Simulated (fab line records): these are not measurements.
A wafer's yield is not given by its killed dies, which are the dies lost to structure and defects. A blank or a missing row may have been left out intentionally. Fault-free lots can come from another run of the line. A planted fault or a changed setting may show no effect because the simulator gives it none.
Matching of chambers | flow gf180mcu | 4 sister chambers for GF_V3_CMP_04 on cmp-02
The step polishes SiO2. 4 wafers are shown with their chamber, then 7 later ones without.

## EACH WAFER AND ITS CHAMBER
wafer  | chamber | motor_current_A (A)
L077.3 | 0       | 11.1
L079.3 | 1       | 15.2
L086.2 | 2       | 13.2
L086.3 | 3       | 12.8

## WAFERS WHOSE CHAMBER IS MISSING
wafer  | motor_current_A (A)
L086.6 | 12.4
L091.3 | 14.1
L091.4 | 12.8
L091.5 | 10.5
L095.2 | 14.3
L095.3 | 12.7
L095.5 | 12.7

## EACH ONE'S CHAMBER
wafer  | from the rows above          | in truth
L086.6 | can't be placed: 3 or 2 or 0 | 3
L091.3 | can't be placed: 2 or 1 or 3 | 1
L091.4 | can't be placed: 3 or 2      | 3
L091.5 | 0                            | 0
L095.2 | can't be placed: 1 or 2 or 3 | 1
L095.3 | can't be placed: 3 or 2      | 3
L095.5 | can't be placed: 3 or 2      | 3
1 of 7 placed correctly. Can't be placed from these rows: 6 (the true chamber is among the candidates in 6). Number placed wrongly: 0.
How it was worked out, from the rows above alone: a wafer's distance from a chamber is the root of the sum, over the readings, of the square of ((its reading less the chamber's mean) divided by the reading's scatter). If the next closest chamber is less than 2 further off than the closest, the wafer can't be placed; otherwise it belongs to the closest. Each chamber's mean is taken over the wafers shown for it. The scatter: with one shown wafer a chamber, the root of the mean of the squares of how far each hidden wafer lies from its nearest shown one.
